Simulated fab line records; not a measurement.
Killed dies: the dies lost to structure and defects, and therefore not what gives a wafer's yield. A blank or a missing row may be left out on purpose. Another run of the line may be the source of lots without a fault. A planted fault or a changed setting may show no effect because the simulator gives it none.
Which tool is to blame? -- flow sky130 -- 24 lots, 72 wafers sampled, at 5 steps of a route of 708

== WHAT THE GAUGES READ, wafer by wafer ==
SKY_VT_ADJUST_HVTR_TW_MEAS_11. Usual: for VT_ADJUST_HVTR_TW the level is 210.7 and the standard deviation is 1.4.
lot,measured,on,VT_ADJUST_HVTR_TW,flag
L074,day 9 00:17,filmMetro-03,211.1 210.3 211.2,
L075,day 9 14:21,filmMetro-01,208.6 208.0 209.7,
L076,day 9 20:44,filmMetro-02,210.9 211.5 211.6,
L077,day 10 03:23,filmMetro-03,212.1 212.0 211.0,
L078,day 10 09:32,filmMetro-01,206.9 208.4 208.2,
L079,day 11 00:08,filmMetro-03,210.8 210.8 212.5,
L080,day 11 17:56,filmMetro-03,210.9 211.0 210.4,
L081,day 11 19:04,filmMetro-03,210.1 210.6 210.3,
L082,day 12 06:58,filmMetro-03,210.6 209.8 210.7,
L083,day 12 10:19,filmMetro-02,210.4 211.1 211.6,
L084,day 12 10:47,filmMetro-02,211.0 213.0 211.2,
L085,day 12 17:14,filmMetro-02,210.7 211.0 211.0,
L086,day 13 02:34,filmMetro-02,210.6 211.2 211.7,
L087,day 13 09:08,filmMetro-02,211.5 211.3 210.9,
L088,day 13 14:43,filmMetro-02,211.3 211.1 211.8,
L089,day 13 23:44,filmMetro-02,210.5 211.3 210.9,
L091,day 14 12:05,filmMetro-01,208.2 208.4 208.3,
L090,day 14 14:45,filmMetro-02,213.4 212.8 213.4,
L092,day 14 23:24,filmMetro-03,210.1 209.6 210.1,
L093,day 15 10:25,filmMetro-03,211.8 210.9 211.2,
L094,day 16 08:52,filmMetro-02,212.2 211.7 212.2,
L095,day 17 00:52,filmMetro-03,211.0 209.7 210.9,
L096,day 17 02:20,filmMetro-01,207.7 208.8 207.4,
L097,day 17 02:25,filmMetro-02,213.4 211.9 212.5,

SKY_CONTACT_THK_MEAS_01. Usual: for CONTACT_CVD_00_THK the level is 74.9 nm and the standard deviation is 0.91.
lot,measured,on,CONTACT_CVD_00_THK (nm),flag
L074,day 29 13:34,filmMetro-01,75.1 75.2 75.5,
L075,day 30 04:26,filmMetro-01,74.9 75.7 74.6,
L076,day 30 13:04,filmMetro-01,72.9 74.2 74.4,
L077,day 31 00:53,filmMetro-03,74.0 73.2 75.0,
L078,day 31 16:53,filmMetro-03,74.1 74.5 75.7,
L079,day 32 06:10,filmMetro-03,74.7 75.9 76.1,
L080,day 32 11:58,filmMetro-01,73.5 73.5 74.1,
L081,day 32 16:00,filmMetro-03,74.9 76.3 75.4,
L082,day 33 07:32,filmMetro-01,74.8 74.2 75.2,
L083,day 33 14:45,filmMetro-04,74.4 74.4 75.1,
L084,day 33 13:31,filmMetro-03,74.1 75.0 75.8,
L085,day 33 16:59,filmMetro-01,75.7 76.9 75.7,
L086,day 34 02:49,filmMetro-04,74.9 74.1 75.3,
L087,day 34 12:34,filmMetro-04,74.7 75.2 75.4,
L088,day 34 16:34,filmMetro-04,75.1 74.1 75.2,
L089,day 36 02:04,filmMetro-03,75.0 75.0 76.3,
L091,day 36 01:49,filmMetro-01,73.8 75.4 76.7,
L090,day 36 01:22,filmMetro-01,75.0 75.1 76.1,
L092,day 36 03:30,filmMetro-04,75.0 75.6 76.3,
L093,day 36 13:28,filmMetro-01,74.3 74.4 75.5,
L094,day 37 06:22,filmMetro-01,74.5 75.1 75.7,
L095,day 38 01:17,filmMetro-01,74.5 73.4 74.3,
L096,day 38 00:55,filmMetro-03,73.8 76.0 74.9,
L097,day 38 05:27,filmMetro-04,74.5 74.0 75.2,

SKY_VIA2_THK_MEAS_01. Usual: for VIA2_HDPCVD_THK the level is 1183 nm and the standard deviation is 11.
lot,measured,on,VIA2_HDPCVD_THK (nm),flag
L074,day 34 08:41,filmMetro-03,1184 1181 1187,
L075,day 34 21:12,filmMetro-04,1159 1182 1180,
L076,day 35 05:50,filmMetro-01,1180 1181 1186,
L077,day 35 17:47,filmMetro-03,1187 1177 1187,
L078,day 36 08:16,filmMetro-03,1182 1173 1178,
L079,day 36 22:23,filmMetro-04,1197 1193 1180,
L080,day 37 03:40,filmMetro-03,1183 1168 1193,
L081,day 37 06:49,filmMetro-01,1189 1172 1181,
L082,day 37 21:42,filmMetro-04,1182 1167 1175,
L083,day 38 06:40,filmMetro-03,1174 1191 1195,
L084,day 38 03:52,filmMetro-01,1207 1191 1196,
L085,day 38 07:53,filmMetro-03,1194 1197 1200,
L086,day 38 16:30,filmMetro-01,1175 1180 1173,
L087,day 39 01:52,filmMetro-03,1190 1198 1193,
L088,day 39 06:56,filmMetro-01,1183 1184 1197,
L089,day 40 13:31,filmMetro-04,1172 1172 1179,
L091,day 40 13:19,filmMetro-04,1180 1187 1201,
L090,day 40 13:13,filmMetro-01,1172 1198 1166,
L092,day 40 14:59,filmMetro-04,1194 1185 1163,
L093,day 41 00:20,filmMetro-04,1160 1184 1179,
L094,day 41 16:14,filmMetro-04,1188 1182 1177,
L095,day 42 08:50,filmMetro-03,1174 1170 1161,
L096,day 42 08:25,filmMetro-04,1186 1178 1195,
L097,day 42 13:29,filmMetro-03,1179 1189 1180,

== WHICH TOOL RAN EACH LOT (tool, then ch and the chambers of the sampled wafers, then the start) ==
lot,SKY_LI_CONTACT_CVD_21,SKY_CONTACT_ETCH_16
L074,"cvdW-02 ch 1, day 28 10:56","rieDiel-01 ch 0,1,2, day 30 17:43"
L075,"cvdW-02 ch 0,1, day 29 00:29","rieDiel-02 ch 0,1,2, day 31 07:25"
L076,"cvdW-01 ch 0,1, day 29 07:05","rieDiel-04 ch 1,3, day 31 16:43"
L077,"cvdW-01 ch 0,1, day 29 20:08","rieDiel-04 ch 2,3, day 32 04:11"
L078,"cvdW-01 ch 0,1, day 30 12:35","rieDiel-01 ch 0,1,3, day 32 20:05"
L079,"cvdW-02 ch 0,1, day 31 02:26","rieDiel-02 ch 0,1,2, day 33 09:14"
L080,"cvdW-02 ch 0,1, day 31 07:59","rieDiel-01 ch 0,1,3, day 33 15:05"
L081,"cvdW-02 ch 0,1, day 31 11:14","rieDiel-01 ch 0,2,3, day 33 19:10"
L082,"cvdW-02 ch 0,1, day 32 03:02","rieDiel-02 ch 1,2,3, day 34 10:11"
L083,"cvdW-02 ch 0,1, day 32 10:47","rieDiel-04 ch 1,3, day 34 18:04"
L084,"cvdW-01 ch 0,1, day 32 09:01","rieDiel-02 ch 0,1, day 34 16:23"
L085,"cvdW-01 ch 0,1, day 32 12:32","rieDiel-01 ch 1,2,3, day 34 20:41"
L086,"cvdW-02 ch 0,1, day 32 23:23","rieDiel-02 ch 0,1,3, day 35 05:59"
L087,"cvdW-02 ch 0,1, day 33 08:32","rieDiel-02 ch 2,3, day 35 14:55"
L088,"cvdW-02 ch 0,1, day 33 12:38","rieDiel-01 ch 0,1,2, day 35 19:17"
L089,"cvdW-01 ch 0, day 34 22:26","rieDiel-01 ch 0,3, day 37 05:12"
L091,"cvdW-02 ch 0,1, day 34 22:05","rieDiel-04 ch 0,2, day 37 05:07"
L090,"cvdW-01 ch 0,1, day 34 21:47","rieDiel-02 ch 1,2,3, day 37 05:05"
L092,"cvdW-02 ch 0,1, day 35 00:17","rieDiel-01 ch 0,2,3, day 37 07:01"
L093,"cvdW-02 ch 0,1, day 35 09:40","rieDiel-01 ch 1,2, day 37 16:14"
L094,"cvdW-01 ch 0,1, day 36 02:20","rieDiel-01 ch 1,3, day 38 09:11"
L095,"cvdW-01 ch 1, day 36 21:17","rieDiel-02 ch 0,1,2, day 39 02:23"
L096,"cvdW-02 ch 0,1, day 36 20:59","rieDiel-01 ch 0,1,3, day 39 02:02"
L097,"cvdW-02 ch 0,1, day 37 01:27","rieDiel-01 ch 0,2,3, day 39 06:52"
- SKY_LI_CONTACT_CVD_21: deposits W, target thk 400 nm, time 120.56 s.
- SKY_CONTACT_ETCH_16: etches BARC in N2/H2, stops on SiO2, time 45.9 s, target depth 60 nm.

== WHAT THE TOOLS THEMSELVES READ (means of the sampled wafers that have a number; where no wafer has one, the mark that the record gives instead) ==
SKY_LI_CONTACT_CVD_21. Usual: heaterPowerW 800 W, standard deviation 39.
lot,tool,heaterPowerW (W),flag
L074,cvdW-02,852,
L075,cvdW-02,791,
L076,cvdW-01,759,
L077,cvdW-01,758,
L078,cvdW-01,765,
L079,cvdW-02,809,
L080,cvdW-02,824,
L081,cvdW-02,803,
L082,cvdW-02,814,
L083,cvdW-02,812,
L084,cvdW-01,761,
L085,cvdW-01,753,
L086,cvdW-02,827,
L087,cvdW-02,808,
L088,cvdW-02,817,
L089,cvdW-01,763,
L091,cvdW-02,837,
L090,cvdW-01,765,
L092,cvdW-02,819,
L093,cvdW-02,810,
L094,cvdW-01,772,
L095,cvdW-01,750,
L096,cvdW-02,820,
L097,cvdW-02,810,

SKY_CONTACT_ETCH_16. Usual: drypumpMotorCurrentA 5.6 A, standard deviation 0.47; oesProductAu 0.854 a.u., standard deviation 0.0045; throttleValvePct 13.223 %, standard deviation 0.0093.
lot,tool,drypumpMotorCurrentA (A),oesProductAu (a.u.),throttleValvePct (%),flag
L074,rieDiel-01,5.5,0.855,13.217,
L075,rieDiel-02,5.9,0.854,13.235,
L076,rieDiel-04,5.5,0.858,13.228,
L077,rieDiel-04,5.1,0.853,13.234,
L078,rieDiel-01,5.5,0.852,13.212,
L079,rieDiel-02,6.0,0.857,13.219,
L080,rieDiel-01,5.5,0.855,13.217,
L081,rieDiel-01,5.7,0.857,13.228,
L082,rieDiel-02,5.7,0.851,13.226,
L083,rieDiel-04,5.5,0.858,13.222,
L084,rieDiel-02,5.9,0.853,13.233,
L085,rieDiel-01,5.8,0.850,13.221,
L086,rieDiel-02,5.6,0.860,13.216,
L087,rieDiel-02,5.9,0.849,13.230,
L088,rieDiel-01,5.5,0.857,13.214,
L089,rieDiel-01,5.7,0.853,13.235,
L091,rieDiel-04,5.8,0.855,13.216,
L090,rieDiel-02,5.7,0.857,13.223,
L092,rieDiel-01,5.7,0.853,13.226,
L093,rieDiel-01,5.7,0.855,13.215,
L094,rieDiel-01,5.8,0.856,13.222,
L095,rieDiel-02,5.9,0.856,13.224,
L096,rieDiel-01,5.5,0.853,13.230,
L097,rieDiel-01,5.7,0.852,13.210,

== THE ANSWER, worked out from the rows above alone ==
Rule: a lot counts as off when the mean over its wafers that have a number is more than 3 standard deviations away from the usual mean. A lot without any number at a reading at which 4 lots or more have one is off too. Any other lot the step has rows for is counted as sound. Order of review: gauges by route order, followed by the tools' own readings, for which a lot's mean as printed above is used. The first step at which some lot is off is used, and at that step the reading that is off furthest; a lot without a number counts as furthest.
No lot is off at any reading shown: from this, nothing can be told.

== WHAT WAS PUT IN BY THE SIMULATOR ==
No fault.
